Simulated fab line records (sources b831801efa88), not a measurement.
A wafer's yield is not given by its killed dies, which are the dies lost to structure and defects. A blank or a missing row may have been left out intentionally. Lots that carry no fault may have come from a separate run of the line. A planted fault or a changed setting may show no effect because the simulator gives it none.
Chamber matching -- flow sky130 -- SKY_CAPM_CVD_00 on pecvd-01: 3 sister chambers
The step deposits SiO2, target thk 15.5 nm. 3 wafers are shown with their chamber, then 8 later ones without.

WAFERS PAIRED WITH THEIR CHAMBERS
wafer,chamber,heaterPowerW (W)
L090.2,0,857
L090.5,1,813
L094.3,2,719

WAFERS WITH NO CHAMBER GIVEN
wafer,heaterPowerW (W)
L094.4,723
L094.6,719
L095.2,718
L095.3,742
L095.5,752
L096.3,782
L096.5,836
L096.6,789

WHICH CHAMBER EACH WENT THROUGH
wafer,from the rows above,in truth
L094.4,2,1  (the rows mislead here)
L094.6,2,2
L095.2,2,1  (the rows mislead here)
L095.3,2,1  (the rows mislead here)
L095.5,can't be placed: 2 or 1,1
L096.3,can't be placed: 1 or 2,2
L096.5,can't be placed: 0 or 1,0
L096.6,1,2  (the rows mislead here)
Correctly placed: 1 of 8. Can't be placed from these rows: 3 (the true chamber is among the candidates in 3). Wrongly placed: 4.
How it was worked out, from the rows above alone: a wafer's distance from a chamber is the root of the sum, over the readings, of the square of ((its reading less the chamber's mean) divided by the reading's scatter). If the next closest chamber is less than 2 further off than the closest, the wafer can't be placed; otherwise it belongs to the closest. The mean given for a chamber averages the wafers shown for that chamber. The scatter: with one shown wafer a chamber, the root of the mean of the squares of how far each hidden wafer lies from its nearest shown one.
